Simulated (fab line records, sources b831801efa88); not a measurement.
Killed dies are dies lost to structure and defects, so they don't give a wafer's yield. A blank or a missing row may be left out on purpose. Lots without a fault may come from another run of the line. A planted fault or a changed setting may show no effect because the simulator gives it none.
fab line records | flow gf180mcu
record lots=5 wafers=15 last_day=34
route steps=602 shown CONTACT@306 M1@315
lots that met no fault: from a run of the same line without faults
start_h: hours from the record's first day to the start of the lot's first wafer shown | wait_h: hours since the lot's step before | " the same as in the row above | L1.1+2: a row that stands for several wafers | - no value, or no start given | * or withheld: withheld | < > ~ a bound
route shown NAME@n: a module of which the file shows steps, and the number in the route of the first | usual: mean/standard deviation of fault-free wafers | same: alike in all rows | chamber/n: place in a boat | sites: the reading at each site | _std_site: their standard deviation | _edge_site: outer sites' mean less inner sites' | radius_mm: how far each site lies from the wafer's centre | mask NAME#n: copy n | behind: the tool/chamber that last shaped the wafer | hold: why the lot was held/for how many hours/how that ended | device: the transistor (n, p or np) that didn't switch | end of line: the same wafers' tests at the end of the route | a step without rows: its recipe alone | killed: dies lost to structure and defects at the first sort, not the wafer's yield | map: a wafer's dies, x killed, . not, _ none there
set.NAME: the setting as run; set.NAME@STEP: as run at that earlier step | model.NAME: the simulator's own value behind a step, which no gauge read
lots at some steps of the route; a table a step, a row a wafer
services: from which hour (start_h, from the record's first day; less than 0 if before it) a tool's chamber was out of use, for how many hours, and why
## steps
# step GF_CONTACT_CLEAN_19
# recipe chemistry=SPM
# columns lot.wafer tool chamber start_h wait_h
L074.1+3+4 wet_bench-01 1 358.36 0.1
L081.1+2+6 wet_bench-01 2 421.98 0.1
L084.1+5+6 wet_bench-03 2 453.56 0.1
L087.3+4+5 wet_bench-01 0 486.79 0.0
L097.1+4+5 wet_bench-03 3 561.81 0.1
# step GF_CONTACT_CLEAN_20
# recipe chemistry=DIW
# columns lot.wafer tool chamber start_h wait_h
L074.1+3+4 wet_bench-02 2 358.46 0.0
L081.1+2+6 wet_bench-03 1 422.07 0.0
L084.1+5+6 wet_bench-01 3 453.65 0.0
L087.3+4+5 wet_bench-02 1 486.88 0.0
L097.1+4+5 wet_bench-02 1 561.91 0.0
# step GF_CONTACT_CLEAN_21
# recipe chemistry=dHF time_s=20 dilution=100:1 dry=ipa_marangoni
# columns lot.wafer tool chamber start_h wait_h
L074.1+3+4 wet_bench-01 2 358.55 0.0
L081.1+2+6 wet_bench-02 0 422.17 0.0
L084.1+5+6 wet_bench-03 2 453.74 0.0
L087.3+4+5 wet_bench-03 0 486.97 0.0
L097.1+4+5 wet_bench-01 1 562.01 0.0
# step GF_CONTACT_SPUTTER_22
# recipe material=Ti target_thk_nm=15 chamber_pressure_pa=5 power_w=2500 substrate_temp_c=200 time_s=80.02
# usual throttle_valve_pct=29.7/1
# columns lot.wafer tool chamber start_h wait_h throttle_valve_pct
L074.1 pvd_sputter-04 - 358.56 0.0 29.0
L074.3 " - " " 31.3
L074.4 " - " " 29.2
L081.1 pvd_sputter-02 - 422.19 0.0 29.9
L081.2 " - " " 28.6
L081.6 " - " " 28.6
L084.1 pvd_sputter-04 - 453.76 0.0 29.7
L084.5 " - " " 29.0
L084.6 " - " " 29.7
L087.3 pvd_sputter-01 - 486.98 0.0 30.1
L087.4 " - " " 30.2
L087.5 " - " " 30.0
L097.1 pvd_sputter-04 - 562.02 0.0 29.1
L097.4 " - " " 29.6
L097.5 " - " " 29.2
# step GF_CONTACT_SPUTTER_23
# recipe material=TiN target_thk_nm=10 chamber_pressure_pa=5 power_w=4000 time_s=40
# usual throttle_valve_pct=29.7/1
# columns lot.wafer tool chamber start_h wait_h throttle_valve_pct
L074.1 pvd_sputter-04 - 358.62 0.0 29.1
L074.3 " - " " 31.3
L074.4 " - " " 29.3
L081.1 pvd_sputter-02 - 422.25 0.0 29.8
L081.2 " - " " 28.4
L081.6 " - " " 28.4
L084.1 pvd_sputter-04 - 453.82 0.0 29.8
L084.5 " - " " 29.1
L084.6 " - " " 29.6
L087.3 pvd_sputter-01 - 487.05 0.0 30.1
L087.4 " - " " 30.0
L087.5 " - " " 29.9
L097.1 pvd_sputter-04 - 562.09 0.0 29.0
L097.4 " - " " 30.0
L097.5 " - " " 29.0
# step GF_CONTACT_CVD_24
# recipe material=W target_thk_nm=300 time_s=90.339 temp_c=400 pressure_torr=40
# usual heater_power_w=821/80
# columns lot.wafer tool chamber start_h wait_h heater_power_w
L074.1 cvd_w-02 0 358.66 0.0 876
L074.3 " 1 " " 890
L074.4 " 0 " " 877
L081.1 cvd_w-01 0 422.29 0.0 695
L081.2 " 0 " " 712
L081.6 " 0 " " 715
L084.1 cvd_w-01 1 453.86 0.0 841
L084.5 " 0 " " 704
L084.6 " 1 " " 843
L087.3 cvd_w-02 0 487.12 0.1 863
L087.4 " 1 " " 895
L087.5 " 1 " " 893
L097.1 cvd_w-01 0 562.12 0.0 710
L097.4 " 1 " " 837
L097.5 " 0 " " 697
# step GF_CONTACT_RS_MEAS_25
# recipe thk_meas_gauge=four-point-probe reads=W_of_CONTACT_CVD_24+TiN_of_CONTACT_SPUTTER_23+Ti_of_CONTACT_SPUTTER_22
# usual CONTACT_W_RS=0.381/0.0068
# columns lot.wafer tool chamber start_h wait_h CONTACT_W_RS[ohm/sq]
L074.1 film_metro-03 - 358.76 0.1 0.386
L074.3 " - " " 0.385
L074.4 " - " " 0.386
L081.1 film_metro-02 - 422.49 0.2 0.378
L081.2 " - " " 0.379
L081.6 " - " " 0.377
L084.1 film_metro-03 - 453.96 0.1 0.371
L084.5 " - " " 0.385
L084.6 " - " " 0.368
L087.3 film_metro-02 - 487.22 0.1 0.381
L087.4 " - " " 0.381
L087.5 " - " " 0.378
L097.1 film_metro-04 - 562.22 0.1 0.394
L097.4 " - " " 0.380
L097.5 " - " " 0.394
# step GF_CONTACT_THK_MEAS_26
# recipe thk_meas_gauge=xrf reads=W_of_CONTACT_CVD_24
# usual CONTACT_W_THK=306/6.2
# columns lot.wafer tool chamber start_h wait_h CONTACT_W_THK[nm]
L074.1 film_metro-03 - 358.88 0.1 301
L074.3 " - " " 302
L074.4 " - " " 304
L081.1 film_metro-02 - 422.61 0.1 309
L081.2 " - " " 307
L081.6 " - " " 308
L084.1 film_metro-03 - 454.08 0.1 314
L084.5 " - " " 304
L084.6 " - " " 318
L087.3 film_metro-02 - 487.32 0.1 306
L087.4 " - " " 306
L087.5 " - " " 306
L097.1 film_metro-04 - 562.34 0.1 295
L097.4 " - " " 308
L097.5 " - " " 297
# step GF_CONTACT_CMP_27
# recipe stop_on=SiO2 down_force_psi=3.5 platen_rpm=60 t_overpolish_s=15 target_thk_nm=0 pad_velocity_m_s=0.94248
# usual edge_zone_pressure_frac=1.000/0.005 motor_current_A=10.3/1.3 overpolish_run_s=15.000/0.0093 slurry_filter_dp_kPa=13.50/0.15 time_to_endpoint_s=71.0/2.6
# columns lot.wafer tool chamber start_h wait_h edge_zone_pressure_frac motor_current_A overpolish_run_s slurry_filter_dp_kPa time_to_endpoint_s
L074.1 cmp-01 1 358.94 0.1 1.001 11.1 14.991 13.46 67.9
L074.3 " 2 " " 0.998 11.4 15.002 13.53 69.7
L074.4 " 0 " " 0.999 10.5 15.002 13.37 67.5
L081.1 cmp-01 2 422.77 0.1 0.992 11.9 15.000 13.60 73.7
L081.2 " 3 " " 0.997 13.0 14.993 13.69 75.0
L081.6 " 1 " " 0.997 11.0 14.978 13.35 75.1
L084.1 cmp-02 3 454.29 0.2 1.007 10.5 14.994 13.58 74.9
L084.5 " 0 " " 1.006 10.8 14.991 13.50 67.1
L084.6 " 1 " " 0.992 8.5 15.010 13.56 76.3
L087.3 cmp-02 2 487.36 0.0 0.995 10.3 15.000 13.59 66.5
L087.4 " 3 " " 0.996 10.4 14.991 13.44 69.8
L087.5 " 3 " " 1.000 10.6 15.001 13.48 73.1
L097.4 cmp-02 1 562.40 0.0 0.997 8.4 15.009 13.51 71.1
L097.1 " 2 " " 0.999 9.8 15.024 13.22 69.8
L097.5 " 1 " " 0.995 8.1 14.990 13.31 69.4
# step GF_M1_SPUTTER_00
# recipe material=Ti target_thk_nm=37.5 arriving_ion_energy_ev=80 substrate_temp_c=200 chamber_pressure_pa=2 power_w=4000 time_s=150
# usual throttle_valve_pct=29.9/1
# columns lot.wafer tool chamber start_h wait_h throttle_valve_pct
L074.1 pvd_sputter-03 - 359.24 0.2 30.8
L074.3 " - " " 31.4
L074.4 " - " " 29.2
L081.1 pvd_sputter-01 - 422.97 0.1 30.3
L081.2 " - " " 28.7
L081.6 " - " " 31.3
L084.1 pvd_sputter-02 - 454.44 0.1 28.5
L084.5 " - " " 31.2
L084.6 " - " " 29.7
L087.3 pvd_sputter-02 - 487.66 0.2 28.9
L087.4 " - " " 28.5
L087.5 " - " " 28.6
L097.1 pvd_sputter-02 - 562.70 0.2 28.7
L097.4 " - " " 31.0
L097.5 " - " " 28.7
# step GF_M1_SPUTTER_01
# recipe material=TiN target_thk_nm=30 power_w=6500 time_s=25 chamber_pressure_pa=0.4
# usual throttle_valve_pct=29.9/1
# columns lot.wafer tool chamber start_h wait_h throttle_valve_pct
L074.1 pvd_sputter-03 - 359.34 0.1 30.7
L074.3 " - " " 31.5
L074.4 " - " " 29.1
L081.1 pvd_sputter-01 - 423.07 0.1 30.1
L081.2 " - " " 28.6
L081.6 " - " " 31.4
L084.1 pvd_sputter-02 - 454.54 0.1 28.5
L084.5 " - " " 31.3
L084.6 " - " " 30.0
L087.3 pvd_sputter-02 - 487.76 0.1 28.7
L087.4 " - " " 28.5
L087.5 " - " " 28.6
L097.1 pvd_sputter-02 - 562.80 0.1 28.7
L097.4 " - " " 31.2
L097.5 " - " " 28.5
# step GF_M1_SPUTTER_02
# recipe material=AlCu target_thk_nm=450 power_w=10600 time_s=23.9 chamber_pressure_pa=0.4
# usual throttle_valve_pct=29.9/1
# columns lot.wafer tool chamber start_h wait_h throttle_valve_pct
L074.1 pvd_sputter-03 - 359.37 0.0 30.6
L074.3 " - " " 31.3
L074.4 " - " " 28.8
L081.1 pvd_sputter-01 - 423.10 0.0 30.0
L081.2 " - " " 28.5
L081.6 " - " " 31.3
L084.1 pvd_sputter-02 - 454.57 0.0 28.9
L084.5 " - " " 31.2
L084.6 " - " " 29.9
L087.3 pvd_sputter-02 - 487.79 0.0 28.8
L087.4 " - " " 28.6
L087.5 " - " " 28.6
L097.1 pvd_sputter-02 - 562.84 0.0 28.5
L097.4 " - " " 31.3
L097.5 " - " " 28.3
# step GF_M1_SPUTTER_03
# recipe material=Ti target_thk_nm=10 substrate_temp_c=300 chamber_pressure_pa=0.3 power_w=3000 time_s=6.7
# usual throttle_valve_pct=29.9/1
# columns lot.wafer tool chamber start_h wait_h throttle_valve_pct
L074.1 pvd_sputter-03 - 359.40 0.0 30.7
L074.3 " - " " 31.3
L074.4 " - " " 28.8
L081.1 pvd_sputter-01 - 423.13 0.0 30.0
L081.2 " - " " 28.6
L081.6 " - " " 31.8
L084.1 pvd_sputter-02 - 454.60 0.0 28.6
L084.5 " - " " 31.2
L084.6 " - " " 29.8
L087.3 pvd_sputter-02 - 487.82 0.0 28.5
L087.4 " - " " 28.6
L087.5 " - " " 28.5
L097.1 pvd_sputter-02 - 562.87 0.0 28.5
L097.4 " - " " 31.4
L097.5 " - " " 28.7
# step GF_M1_SPUTTER_04
# recipe material=TiN target_thk_nm=50 power_w=6500 time_s=41.7 chamber_pressure_pa=0.4
# usual throttle_valve_pct=29.9/1
# columns lot.wafer tool chamber start_h wait_h throttle_valve_pct
L074.1 pvd_sputter-03 - 359.42 0.0 30.6
L074.3 " - " " 31.2
L074.4 " - " " 29.1
L081.1 pvd_sputter-01 - 423.15 0.0 30.1
L081.2 " - " " 28.7
L081.6 " - " " 31.4
L084.1 pvd_sputter-02 - 454.62 0.0 28.5
L084.5 " - " " 31.1
L084.6 " - " " 30.0
L087.3 pvd_sputter-02 - 487.85 0.0 28.7
L087.4 " - " " 28.2
L087.5 " - " " 28.5
L097.1 pvd_sputter-02 - 562.89 0.0 28.5
L097.4 " - " " 31.0
L097.5 " - " " 28.6
# step GF_M1_RS_MEAS_05
# recipe thk_meas_gauge=four-point-probe reads=TiN_of_M1_SPUTTER_04+Ti_of_M1_SPUTTER_03+AlCu_of_M1_SPUTTER_02+TiN_of_M1_SPUTTER_01+Ti_of_M1_SPUTTER_00
# usual M1_ALCU_RS=0.0695/0.00063
# columns lot.wafer tool chamber start_h wait_h M1_ALCU_RS[ohm/sq]
L074.1 film_metro-04 - 359.46 0.0 0.0698
L074.3 " - " " 0.0699
L074.4 " - " " 0.0701
L081.1 film_metro-03 - 423.19 0.0 0.0693
L081.2 " - " " 0.0699
L081.6 " - " " 0.0705
L084.1 film_metro-01 - 454.66 0.0 0.0697
L084.5 " - " " 0.0692
L084.6 " - " " 0.0696
L087.3 film_metro-01 - 487.93 0.1 0.0694
L087.4 " - " " 0.0690
L087.5 " - " " 0.0687
L097.1 film_metro-04 - 562.93 0.0 0.0691
L097.4 " - " " 0.0692
L097.5 " - " " 0.0693
## services
# columns tool chamber start_h hours kind
cvd_w-01 - 338.42 6.0 pm
cvd_w-01 1 344.55 14.1 repair
wet_bench-03 - 348.82 33.5 pm
cvd_w-02 - 365.97 6.9 pm
cmp-01 - 369.61 2.0 repair
cvd_w-01 - 378.65 2.8 pm
pvd_sputter-01 - 379.76 8.3 repair
pvd_sputter-01 - 382.13 4.6 repair
wet_bench-03 - 384.78 4.4 pm
cvd_w-01 - 390.00 14.0 pm
cvd_w-01 - 391.99 0.6 repair
wet_bench-02 - 400.88 2.3 repair
cvd_w-01 1 420.58 2.6 repair
pvd_sputter-01 - 426.78 1.5 repair
pvd_sputter-01 - 473.34 8.7 repair
pvd_sputter-03 - 483.00 1.1 repair
pvd_sputter-03 - 516.40 0.7 repair
cmp-02 - 520.70 6.5 pm
pvd_sputter-02 - 522.85 1.7 repair
cmp-02 - 527.49 10.8 pm
wet_bench-02 - 529.69 4.3 repair
pvd_sputter-03 - 532.08 1.2 repair
cmp-02 - 538.98 1.6 repair
pvd_sputter-04 - 556.05 2.8 repair
## key
fault none
